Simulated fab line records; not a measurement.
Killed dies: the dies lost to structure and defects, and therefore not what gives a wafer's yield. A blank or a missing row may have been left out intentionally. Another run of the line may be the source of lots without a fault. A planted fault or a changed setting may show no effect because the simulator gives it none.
fab line records | flow sky130
[record] lots = 10 wafers = 30 last-day = 50
route steps=708 shown CONTACT@406 METAL1@434 PAD_OPEN@708
lots that met no fault: taken from a fault-free run of the same line
start-h: the number of hours between the record's first day and the start of the first shown wafer of the lot | wait-h: time in hours since the lot's previous step | " unchanged from the row above | L1.1+2: one row covering several wafers at once | - value missing, or start not given | * or withheld: withheld | < > ~ a bound
route shown NAME@n: names a module that has steps shown in the file, with the first one's number in the route | usual: average and standard deviation across the fault-free wafers | same: alike in all rows | chamber/n: place in a boat | sites: each site's reading | _std_site: standard deviation across them | _edge_site: mean of outer sites minus mean of inner sites | radius-mm: for every site, how far away it sits from the centre of the wafer | mask NAME#n: copy n | behind: the tool/chamber that last shaped the wafer | hold: the reason the lot was held/the length of the hold in hours/how it ended | device: whichever transistor did not switch (one of n, p or np) | end of line: tests run on the same wafers once the route is complete | where a step has no rows: the recipe by itself | killed: not the wafer's yield, but the dies lost to structure and defects at the first sort | map: a wafer's dies, marking killed ones x, the rest . and places with no die _
set.NAME: setting as actually run; set.NAME@STEP: the setting as run at that earlier step | model.NAME: the simulator's own value behind a step, which no gauge read
route steps across a sampled set of lots; one table per step, one row per wafer
services: the hour from which a tool's chamber was out of use, counted from the record's first day as start-h (under 0 if before that day), plus the number of hours and why
[[steps]]
[step SKY_CONTACT_CVD_00]
[recipe] material = Si3N4 target-thk-nm = 75 temp-c = 400 time-s = withheld rf-w = 450
[usual] heater-power-w = 686/87 rf-fwd-power-W = 445.2/1.9
// columns lot.wafer tool chamber start-h wait-h heater-power-w rf-fwd-power-W
L320.1 pecvd-01 1 719.43 0.0 644 444.1
L320.4 " 1 " " 661 442.7
L320.5 " 2 " " 787 446.0
L319.3 pecvd-04 0 722.13 0.0 693 441.2
L319.4 " 0 " " 689 441.0
L319.6 " 1 " " 628 444.1
L330.1 pecvd-03 2 804.84 0.0 578 447.2
L330.2 " 0 " " 669 445.8
L330.3 " 1 " " 653 443.7
L331.1 pecvd-04 2 810.60 0.0 689 445.1
L331.4 " 1 " " 638 445.1
L331.6 " 0 " " 612 441.5
L333.1 pecvd-01 1 826.32 0.0 645 444.3
L333.3 " 0 " " 777 445.8
L333.4 " 0 " " 807 445.6
L336.1 pecvd-03 0 843.74 0.0 574 445.6
L336.5 " 0 " " 573 444.2
L336.6 " 2 " " 638 445.4
L338.3 pecvd-03 2 858.98 0.0 631 446.5
L338.4 " 1 " " 646 446.5
L338.6 " 1 " " 635 447.0
L339.2 pecvd-01 2 860.86 0.0 652 445.3
L339.3 " 0 " " 931 444.4
L339.5 " 0 " " 737 444.6
L341.1 pecvd-01 1 878.93 0.0 619 443.7
L341.3 " 2 " " 760 446.8
L341.4 " 2 " " 770 447.8
L342.1 pecvd-03 2 883.04 0.0 638 446.6
L342.2 " 0 " " 683 446.2
L342.4 " 2 " " 519 445.6
[step SKY_METAL1_SPUTTER_00]
[recipe] material = Ti target-thk-nm = 15 power-w = 3000 time-s = 10 chamber-pressure-pa = 0.4
[usual] cathode-dc-power-W = 3000.0/0.58 throttle-valve-pct = 29.3/1.1
[same] time-s = 10
// columns lot.wafer tool chamber start-h wait-h cathode-dc-power-W throttle-valve-pct
L320.1 pvd-sputter-03 - 750.25 0.1 3000.6 29.7
L320.4 " - " " 3001.9 30.7
L320.5 " - " " 2998.9 29.7
L319.3 pvd-sputter-01 - 752.88 0.1 2999.8 29.5
L319.4 " - " " 2999.8 29.7
L319.6 " - " " 2999.1 29.0
L330.1 pvd-sputter-03 - 833.64 0.1 3000.5 30.9
L330.2 " - " " 3000.1 29.7
L330.3 " - " " 3000.2 28.9
L331.1 pvd-sputter-01 - 838.82 0.2 2999.7 29.0
L331.4 " - " " 3000.8 29.6
L331.6 " - " " 3000.6 28.3
L333.1 pvd-sputter-01 - 854.60 0.1 2999.5 28.4
L333.3 " - " " 2999.9 29.8
L333.4 " - " " 3000.3 28.9
L336.1 pvd-sputter-01 - 871.81 0.2 2999.2 29.0
L336.5 " - " " 3000.3 28.2
L336.6 " - " " 2999.5 28.2
L338.3 pvd-sputter-01 - 885.60 0.1 2999.9 28.4
L338.4 " - " " 2999.9 28.9
L338.6 " - " " 2999.1 29.8
L339.2 pvd-sputter-03 - 887.97 0.1 2999.8 30.5
L339.3 " - " " 3000.5 28.2
L339.5 " - " " 3000.5 30.3
L341.1 pvd-sputter-03 - 906.23 0.2 3000.2 29.5
L341.3 " - " " 2999.8 30.7
L341.4 " - " " 2999.7 28.2
L342.1 pvd-sputter-02 - 910.01 0.2 3000.1 26.8
L342.2 " - " " 2999.2 30.4
L342.4 " - " " 2999.8 31.4
[step SKY_METAL1_SPUTTER_02]
[recipe] material = AlCu target-thk-nm = 250 power-w = 10600 time-s = 13.3 chamber-pressure-pa = 0.4
[usual] cathode-dc-power-W = 10600/2 throttle-valve-pct = 29.3/1.1
[same] time-s = 13.3
// columns lot.wafer tool chamber start-h wait-h cathode-dc-power-W throttle-valve-pct
L320.1 pvd-sputter-03 - 750.29 0.0 10602 29.7
L320.4 " - " " 10602 30.9
L320.5 " - " " 10599 29.7
L319.3 pvd-sputter-01 - 752.93 0.0 10604 29.7
L319.4 " - " " 10597 29.8
L319.6 " - " " 10599 28.8
L330.1 pvd-sputter-03 - 833.68 0.0 10598 30.5
L330.2 " - " " 9735.5 29.4
L330.3 " - " " 10600 29.1
L331.1 pvd-sputter-01 - 838.87 0.0 10602 29.2
L331.4 " - " " 10605 29.6
L331.6 " - " " 10600 28.3
L333.1 pvd-sputter-01 - 854.64 0.0 10600 28.4
L333.3 " - " " 10599 29.7
L333.4 " - " " 10601 29.3
L336.1 pvd-sputter-01 - 871.86 0.0 10599 29.0
L336.5 " - " " 10606 28.0
L336.6 " - " " 10600 28.4
L338.3 pvd-sputter-01 - 885.64 0.0 10601 28.6
L338.4 " - " " 10600 28.9
L338.6 " - " " 10598 29.7
L339.2 pvd-sputter-03 - 888.02 0.0 10601 30.7
L339.3 " - " " 10596 28.2
L339.5 " - " " 10603 30.9
L341.1 pvd-sputter-03 - 906.28 0.0 10600 29.5
L341.3 " - " " 10602 30.3
L341.4 " - " " 10598 28.2
L342.1 pvd-sputter-02 - 910.06 0.0 10598 26.8
L342.2 " - " " 10598 30.6
L342.4 " - " " 10599 31.6
[step SKY_METAL1_RS_MEAS_05]
[recipe] thk-meas-gauge = four-point-probe reads = TiN_of_METAL1_SPUTTER_04+Ti_of_METAL1_SPUTTER_03+AlCu_of_METAL1_SPUTTER_02+TiN_of_METAL1_SPUTTER_01+Ti_of_METAL1_SPUTTER_00
[usual] METAL1_ALCU_RS = 0.1259/0.0016
// columns lot.wafer tool chamber start-h wait-h METAL1_ALCU_RS[ohm/sq]
L320.1 film-metro-04 - 750.39 0.0 0.1271
L320.4 " - " " 0.1263
L320.5 " - " " 0.1266
L319.3 film-metro-01 - 753.06 0.1 0.1274
L319.4 " - " " 0.1272
L319.6 " - " " 0.1257
L330.1 film-metro-04 - 833.78 0.0 0.1254
L330.2 " - " " 0.1384
L330.3 " - " " 0.1252
L331.1 film-metro-04 - 838.96 0.0 0.1236
L331.4 " - " " 0.1258
L331.6 " - " " 0.1240
L333.1 film-metro-04 - 854.74 0.0 0.1256
L333.3 " - " " 0.1263
L333.4 " - " " 0.1248
L336.1 film-metro-04 - 871.95 0.0 0.1236
L336.5 " - " " 0.1248
L336.6 " - " " 0.1243
L338.3 film-metro-02 - 885.78 0.1 0.1266
L338.4 " - " " 0.1261
L338.6 " - " " 0.1274
L339.2 film-metro-02 - 888.13 0.0 0.1284
L339.3 " - " " 0.1280
L339.5 " - " " 0.1277
L341.1 film-metro-02 - 906.37 0.0 0.1281
L341.3 " - " " 0.1265
L341.4 " - " " 0.1261
L342.1 film-metro-02 - 910.15 0.0 0.1273
L342.2 " - " " 0.1270
L342.4 " - " " 0.1270
[step SKY_METAL1_THK_MEAS_06]
[recipe] thk-meas-gauge = xrf reads = AlCu_of_METAL1_SPUTTER_02
[usual] METAL1_ALCU_THK = 255/3.2
// columns lot.wafer tool chamber start-h wait-h METAL1_ALCU_THK[nm]
L320.1 film-metro-04 - 750.51 0.1 252
L320.4 " - " " 253
L320.5 " - " " 253
L319.3 film-metro-01 - 753.16 0.1 251
L319.4 " - " " 252
L319.6 " - " " 255
L330.1 film-metro-04 - 833.90 0.1 255
L330.2 " - " " 232
L330.3 " - " " 257
L331.1 film-metro-04 - 839.08 0.1 259
L331.4 " - " " 256
L331.6 " - " " 259
L333.1 film-metro-04 - 854.86 0.1 254
L333.3 " - " " 255
L333.4 " - " " 256
L336.1 film-metro-04 - 872.07 0.1 258
L336.5 " - " " 258
L336.6 " - " " 259
L338.3 film-metro-02 - 885.88 0.1 257
L338.4 " - " " 255
L338.6 " - " " 253
L339.2 film-metro-02 - 888.24 0.1 251
L339.3 " - " " 251
L339.5 " - " " 253
L341.1 film-metro-02 - 906.49 0.1 252
L341.3 " - " " 255
L341.4 " - " " 255
L342.1 film-metro-02 - 910.27 0.1 253
L342.2 " - " " 254
L342.4 " - " " 254
[step SKY_METAL1_ETCH_18]
[recipe] chemistry = N2/H2 target = BARC ion-energy-ev = 200 bias-w = 100 pressure-mtorr = 30 n2-flow-sccm = 100 h2-flow-sccm = 200 icp-w = 500 stop-on = SiO2 time-s = 45.9 target-depth-a = 600
[usual] drypump-motor-current-A = 5.8/0.45 oes-product-au = 0.855/0.0047 rf-fwd-power-W = 496.1/2 throttle-valve-pct = 13.225/0.009
[same] time-s = 45.9
// columns lot.wafer tool chamber start-h wait-h drypump-motor-current-A oes-product-au rf-fwd-power-W rf-hours-counter-h throttle-valve-pct
L320.1 rie-metal-02 1 778.37 0.1 5.6 0.850 496.2 11 13.221
L320.4 " 1 " " 5.6 0.848 495.6 - 13.220
L320.5 " 1 " " 5.5 0.855 500.4 - 13.207
L319.3 rie-metal-02 1 780.90 0.1 5.6 0.851 497.4 - 13.225
L319.4 " 1 " " 5.5 0.862 496.7 - 13.230
L319.6 " 1 " " 5.5 0.858 496.7 - 13.210
L330.1 rie-metal-01 0 858.57 0.0 5.7 0.851 495.4 6 13.228
L330.2 " 1 " " 6.2 0.853 491.7 17 13.224
L330.3 " 0 " " 5.7 0.861 498.0 - 13.227
L331.1 rie-metal-01 1 864.83 0.0 6.2 0.851 493.5 17 13.217
L331.4 " 0 " " 5.7 0.853 494.1 - 13.222
L331.6 " 0 " " 5.7 0.862 495.1 - 13.207
L333.1 rie-metal-01 0 880.15 0.1 5.7 0.858 495.0 7 13.223
L333.3 " 0 " " 5.7 0.850 491.8 - 13.229
L333.4 " 0 " " 5.7 0.847 493.9 - 13.228
L336.1 rie-metal-01 1 896.42 0.0 6.2 0.849 495.4 0 13.240
L336.5 " 1 " " 6.2 0.859 496.4 - 13.244
L336.6 " 0 " " 5.7 0.861 494.0 - 13.244
L338.3 rie-metal-04 1 910.50 0.0 5.2 0.855 496.4 - 13.227
L338.4 " 0 " " 6.4 0.850 497.7 - 13.230
L338.6 " 1 " " 5.2 0.858 494.6 - 13.210
L339.2 rie-metal-01 1 912.63 0.0 6.2 0.853 494.5 1 13.227
L339.3 " 0 " " 5.7 0.852 496.5 - 13.224
L339.5 " 0 " " 5.7 0.858 496.8 - 13.223
L341.1 rie-metal-01 1 930.83 0.0 6.2 0.853 496.5 3 13.216
L341.3 " 0 " " 5.7 0.856 495.5 - 13.216
L341.4 " 1 " " 6.2 0.863 497.2 - 13.222
L342.1 rie-metal-04 0 934.87 0.1 6.4 0.855 494.7 5 13.227
L342.2 " 0 " " 6.4 0.853 496.9 - 13.246
L342.4 " 0 " " 6.4 0.849 494.9 - 13.221
[step SKY_PAD_OPEN_PROBE_99]
[usual] defect-limited-yield = 82.5/1.9 killed_at_M0_to_M3 = 43/7.2 killed_at_M4_up = 3.1/1.8 killed-at-contacts = 24/5.4 killed-at-front-end = 15/4.4 killed-at-other = 0.4/0.56 killed-dies = 86/9.3 killed-open = 47/6.9 killed-short = 39/6.6 sort_bin_3_pad_short = 0.9/0.43 sort_bin_5_function = 10.4/1.5 sort_bin_6_memory = 6.2/1.1 sort-n-pass = 406/9.3 sort-yield-pct = 82.5/1.9
[same] gross-dies = 492 killed-at-back-side = 0 sort_bin_4_leakage[%] = 0 sort_bin_8_speed[%] = 0
// columns lot.wafer tool chamber start-h wait-h defect-limited-yield[%] killed_at_M0_to_M3 killed_at_M4_up killed-at-contacts killed-at-front-end killed-at-other killed-dies killed-open killed-short sort_bin_3_pad_short[%] sort_bin_5_function[%] sort_bin_6_memory[%] sort-n-pass sort-yield-pct[%]
L330.1 prober-02 - 1143.76 0.1 82.5 45 1 23 15 2 86 46 39 0.8 10.4 6.3 406 82.5
L330.2 prober-02 - 1143.81 0.1 83.7 38 2 25 15 0 80 54 26 0.8 9.1 6.3 412 83.7
L330.3 prober-02 - 1143.86 0.2 83.1 34 1 31 17 0 83 46 37 1.2 8.9 6.7 409 83.1
L331.1 prober-01 - 1152.27 0.1 82.9 37 4 26 15 2 84 44 38 0.8 10.8 5.5 408 82.9
L331.4 prober-01 - 1152.42 0.2 82.3 39 2 22 23 1 87 48 36 0.2 10.6 6.9 405 82.3
L331.6 prober-01 - 1152.52 0.2 84.6 33 1 26 16 0 76 46 29 0.6 8.7 6.1 416 84.6
L333.1 prober-01 - 1161.92 0.1 82.5 45 3 23 15 0 86 44 41 0.2 10.4 6.9 406 82.5
L333.3 prober-01 - 1162.02 0.2 83.7 46 4 22 8 0 80 46 32 0.8 9.6 5.9 412 83.7
L333.4 prober-01 - 1162.07 0.2 77.2 56 5 30 21 0 112 61 51 0.8 13.4 8.5 380 77.2
L336.1 prober-02 - 1179.65 0.1 79.5 46 4 28 23 0 101 55 46 0.2 13.4 6.9 391 79.5
L336.5 prober-02 - 1179.85 0.2 82.3 46 3 27 11 0 87 52 35 1.0 9.6 7.1 405 82.3
L336.6 prober-02 - 1179.90 0.2 84.3 30 3 25 19 0 77 32 43 0.8 8.9 5.9 415 84.3
L338.3 prober-02 - 1184.39 0.2 82.1 43 1 24 19 1 88 48 39 0.8 8.9 8.1 404 82.1
L338.4 prober-02 - 1184.44 0.2 82.7 39 5 27 14 0 85 48 37 0.8 9.1 7.3 407 82.7
L338.6 prober-02 - 1184.54 0.2 84.3 39 1 22 15 0 77 38 39 0.2 10.8 4.7 415 84.3
L339.2 prober-01 - 1184.65 0.1 83.7 41 2 25 12 0 80 57 23 0.8 10.4 5.1 412 83.7
L339.3 prober-01 - 1184.70 0.2 82.7 55 4 17 9 0 85 46 39 1.0 10.0 6.3 407 82.7
L339.5 prober-01 - 1184.80 0.2 85.6 39 2 24 6 0 71 37 34 1.6 8.1 4.7 421 85.6
L341.1 prober-01 - 1196.70 0.1 83.1 39 10 22 11 1 83 42 41 0.8 11.6 4.5 409 83.1
L341.3 prober-01 - 1196.80 0.2 82.5 43 0 31 12 0 86 50 36 1.0 9.3 7.1 406 82.5
L341.4 prober-01 - 1196.85 0.2 83.3 34 6 30 11 1 82 37 43 0.8 8.9 6.9 410 83.3
L342.1 prober-02 - 1201.16 0.1 81.7 37 5 28 20 0 90 46 44 1.2 11.6 5.5 402 81.7
L342.2 prober-02 - 1201.21 0.1 79.9 49 2 37 11 0 99 51 48 1.2 12.0 6.9 393 79.9
L342.4 prober-02 - 1201.31 0.2 84.3 43 1 23 10 0 77 42 35 0.6 7.5 7.5 415 84.3
// killed by level:class
L330.1 VIA1:geometric-particle:open=12 METAL2:geometric-particle:short=11 LOCAL_INTERCONNECT:geometric-particle:short=7 VIA2:geometric-particle:open=7 CONTACT:geometric-particle:open=6 VIA3:geometric-particle:open=6 POLY_GATE:geometric-particle:open=5 METAL1:geometric-particle:short=4
L330.2 VIA1:geometric-particle:open=14 CONTACT:geometric-particle:open=10 LI_CONTACT:geometric-particle:open=9 FIELD_ISO:geometric-particle:open=6 VIA3:geometric-particle:open=5 VIA2:geometric-particle:open=5 POLY_GATE:geometric-particle:open=3 CONTACT:geometric-particle:short=3
L330.3 CONTACT:geometric-particle:open=16 VIA1:geometric-particle:open=9 FIELD_ISO:geometric-particle:short=7 LOCAL_INTERCONNECT:geometric-particle:short=6 VIA2:geometric-particle:open=5 FIELD_ISO:geometric-particle:open=4 CONTACT:geometric-particle:short=4 VIA1:geometric-particle:short=4
L331.1 VIA1:geometric-particle:open=10 CONTACT:geometric-particle:open=9 LI_CONTACT:geometric-particle:open=7 VIA1:geometric-particle:short=7 VIA3:geometric-particle:open=6 CONTACT:geometric-particle:short=5 FIELD_ISO:geometric-particle:short=4 FIELD_ISO:geometric-particle:open=4
L331.4 VIA1:geometric-particle:open=12 POLY_GATE:geometric-particle:open=8 LI_CONTACT:geometric-particle:open=8 VIA1:geometric-particle:short=6 FIELD_ISO:geometric-particle:short=4 LOCAL_INTERCONNECT:geometric-particle:short=4 CONTACT:geometric-particle:open=4 METAL2:geometric-particle:short=4
L331.6 CONTACT:geometric-particle:open=11 VIA1:geometric-particle:open=9 LI_CONTACT:geometric-particle:open=6 VIA2:geometric-particle:open=6 VIA1:geometric-particle:short=6 FIELD_ISO:geometric-particle:short=5 METAL3:geometric-particle:short=5 LOCAL_INTERCONNECT:geometric-particle:short=4
L333.1 CONTACT:geometric-particle:open=13 VIA1:geometric-particle:open=10 VIA3:geometric-particle:short=7 LOCAL_INTERCONNECT:geometric-particle:short=6 VIA3:geometric-particle:open=6 METAL2:geometric-particle:short=4 METAL3:geometric-particle:short=4 FIELD_ISO:geometric-particle:short=3
L333.3 CONTACT:geometric-particle:open=10 VIA3:geometric-particle:open=8 METAL2:geometric-particle:short=7 VIA1:geometric-particle:open=7 VIA2:geometric-particle:open=5 LI_CONTACT:geometric-particle:open=4 CONTACT:geometric-particle:short=4 METAL2:geometric-particle:open=4
L333.4 VIA1:geometric-particle:open=15 CONTACT:geometric-particle:open=13 METAL2:geometric-particle:short=10 FIELD_ISO:geometric-particle:open=6 POLY_GATE:geometric-particle:short=6 POLY_GATE:geometric-particle:open=6 LI_CONTACT:geometric-particle:open=6 VIA3:geometric-particle:short=6
L336.1 CONTACT:geometric-particle:open=13 VIA1:geometric-particle:open=9 VIA2:geometric-particle:open=8 FIELD_ISO:geometric-particle:short=7 LI_CONTACT:geometric-particle:open=7 METAL1:geometric-particle:short=6 VIA1:geometric-particle:short=6 POLY_GATE:geometric-particle:short=5
L336.5 CONTACT:geometric-particle:open=12 VIA1:geometric-particle:open=12 VIA1:geometric-particle:short=7 METAL2:geometric-particle:short=7 LI_CONTACT:geometric-particle:open=6 VIA2:geometric-particle:open=6 POLY_GATE:geometric-particle:open=5 LI_CONTACT:geometric-particle:short=4
L336.6 CONTACT:geometric-particle:open=6 FIELD_ISO:geometric-particle:short=5 LI_CONTACT:geometric-particle:short=5 LI_CONTACT:geometric-particle:open=5 LOCAL_INTERCONNECT:geometric-particle:short=5 METAL1:geometric-particle:short=5 VIA1:geometric-particle:open=5 POLY_GATE:geometric-particle:short=4
L338.3 CONTACT:geometric-particle:open=10 VIA3:geometric-particle:open=8 VIA1:geometric-particle:open=7 FIELD_ISO:geometric-particle:short=6 LI_CONTACT:geometric-particle:open=6 METAL2:geometric-particle:short=6 VIA2:geometric-particle:open=6 CONTACT:geometric-particle:short=5
L338.4 VIA1:geometric-particle:open=11 CONTACT:geometric-particle:open=8 LOCAL_INTERCONNECT:geometric-particle:short=6 VIA2:geometric-particle:open=5 VIA3:geometric-particle:open=5 LI_CONTACT:geometric-particle:open=4 CONTACT:geometric-particle:short=4 METAL1:geometric-particle:short=4
L338.6 METAL2:geometric-particle:short=8 CONTACT:geometric-particle:open=7 VIA1:geometric-particle:open=7 VIA3:geometric-particle:open=7 CONTACT:geometric-particle:short=6 VIA1:geometric-particle:short=5 FIELD_ISO:geometric-particle:open=4 POLY_GATE:geometric-particle:short=4
L339.2 VIA1:geometric-particle:open=13 CONTACT:geometric-particle:open=10 LI_CONTACT:geometric-particle:open=9 VIA3:geometric-particle:open=8 FIELD_ISO:geometric-particle:open=5 VIA2:geometric-particle:open=5 VIA1:geometric-particle:short=3 LOCAL_INTERCONNECT:geometric-particle:short=3
L339.3 VIA1:geometric-particle:open=17 METAL2:geometric-particle:short=8 LI_CONTACT:geometric-particle:open=7 VIA2:geometric-particle:open=7 VIA3:geometric-particle:open=6 METAL1:geometric-particle:short=4 METAL3:geometric-particle:short=4 POLY_GATE:geometric-particle:short=3
L339.5 CONTACT:geometric-particle:open=9 VIA1:geometric-particle:open=8 LI_CONTACT:geometric-particle:open=7 METAL1:geometric-particle:short=7 VIA3:geometric-particle:open=5 METAL2:geometric-particle:short=4 VIA2:geometric-particle:short=4 VIA2:geometric-particle:open=4
L341.1 VIA1:geometric-particle:open=11 CONTACT:geometric-particle:open=10 METAL4:geometric-particle:short=6 FIELD_ISO:geometric-particle:short=5 METAL1:geometric-particle:short=5 VIA2:geometric-particle:open=5 CONTACT:geometric-particle:short=4 VIA3:geometric-particle:short=3
L341.3 CONTACT:geometric-particle:open=12 VIA1:geometric-particle:open=11 LI_CONTACT:geometric-particle:open=11 METAL3:geometric-particle:short=6 VIA3:geometric-particle:open=6 METAL1:geometric-particle:short=5 CONTACT:geometric-particle:short=4 VIA1:geometric-particle:short=4
L341.4 LOCAL_INTERCONNECT:geometric-particle:short=8 VIA1:geometric-particle:short=7 VIA1:geometric-particle:open=7 CONTACT:geometric-particle:open=6 LI_CONTACT:geometric-particle:open=5 CONTACT:geometric-particle:short=5 FIELD_ISO:geometric-particle:short=4 LI_CONTACT:geometric-particle:short=4
L342.1 CONTACT:geometric-particle:open=10 LI_CONTACT:geometric-particle:open=8 VIA1:geometric-particle:open=8 CONTACT:geometric-particle:short=6 METAL3:geometric-particle:short=5 FIELD_ISO:geometric-particle:short=4 METAL1:geometric-particle:short=4 METAL2:geometric-particle:short=4
L342.2 VIA1:geometric-particle:open=13 CONTACT:geometric-particle:open=12 CONTACT:geometric-particle:short=8 VIA1:geometric-particle:short=8 LI_CONTACT:geometric-particle:open=7 LOCAL_INTERCONNECT:geometric-particle:short=5 METAL1:geometric-particle:short=5 VIA2:geometric-particle:open=5
L342.4 CONTACT:geometric-particle:open=11 VIA2:geometric-particle:open=9 VIA1:geometric-particle:short=9 VIA1:geometric-particle:open=7 METAL1:geometric-particle:short=5 METAL2:geometric-particle:short=5 VIA3:geometric-particle:open=5 FIELD_ISO:geometric-particle:short=4
[[services]]
// columns tool chamber start-h hours kind
pecvd-01 0 743.30 7.1 repair
pecvd-04 1 745.45 16.2 repair
rie-metal-01 - 768.89 2.7 repair
rie-metal-02 0 773.28 22.7 repair
pecvd-04 - 779.37 14.6 pm
rie-metal-02 - 792.57 1.4 pm
rie-metal-02 - 795.05 0.6 repair
pecvd-01 1 806.38 7.0 repair
pvd-sputter-01 - 817.62 2.1 repair
pvd-sputter-03 - 825.72 3.5 repair
pecvd-01 - 847.16 0.8 repair
pvd-sputter-03 - 851.53 0.9 repair
pecvd-03 0 851.61 17.3 repair
rie-metal-04 - 864.12 1.4 pm
rie-metal-02 0 867.76 8.7 repair
pecvd-03 1 879.98 6.0 repair
pvd-sputter-02 - 880.29 3.3 repair
rie-metal-02 0 885.15 6.8 repair
pecvd-01 - 890.91 14.6 pm
rie-metal-04 - 893.39 0.3 repair
pecvd-01 - 917.55 2.5 repair
pecvd-04 - 923.96 1.7 repair
pecvd-01 1 926.68 7.2 repair
rie-metal-04 1 932.46 22.2 repair
[[key]]
[first-sign] step = SKY_METAL1_SPUTTER_02 reading = cathode-dc-power-W direction = down sigmas = 99+ usual = 10600 struck = 9735.5
[effect] step = SKY_METAL1_RS_MEAS_05 reading = METAL1_ALCU_RS direction = up sigmas = 8.1 usual = 0.1259 struck = 0.1384
[effect] step = SKY_METAL1_THK_MEAS_06 reading = METAL1_ALCU_THK direction = down sigmas = 7.2 usual = 255 struck = 232
met-at SKY_METAL1_SPUTTER_02
struck-lots L330
struck-wafers L330.2
not-acting-at SKY_CONTACT_CVD_00,SKY_METAL1_SPUTTER_00,SKY_METAL1_ETCH_18
onset-between 750.29 833.68
[fault] kind = process-parameter-drift tool = pvd-sputter-03 chamber = - onset-h = 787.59 steps = SKY_METAL1_SPUTTER_02 channel = power-w offset = * shape = step end-h = 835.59 acts-in = * stated = * scope = struck-wafers-only
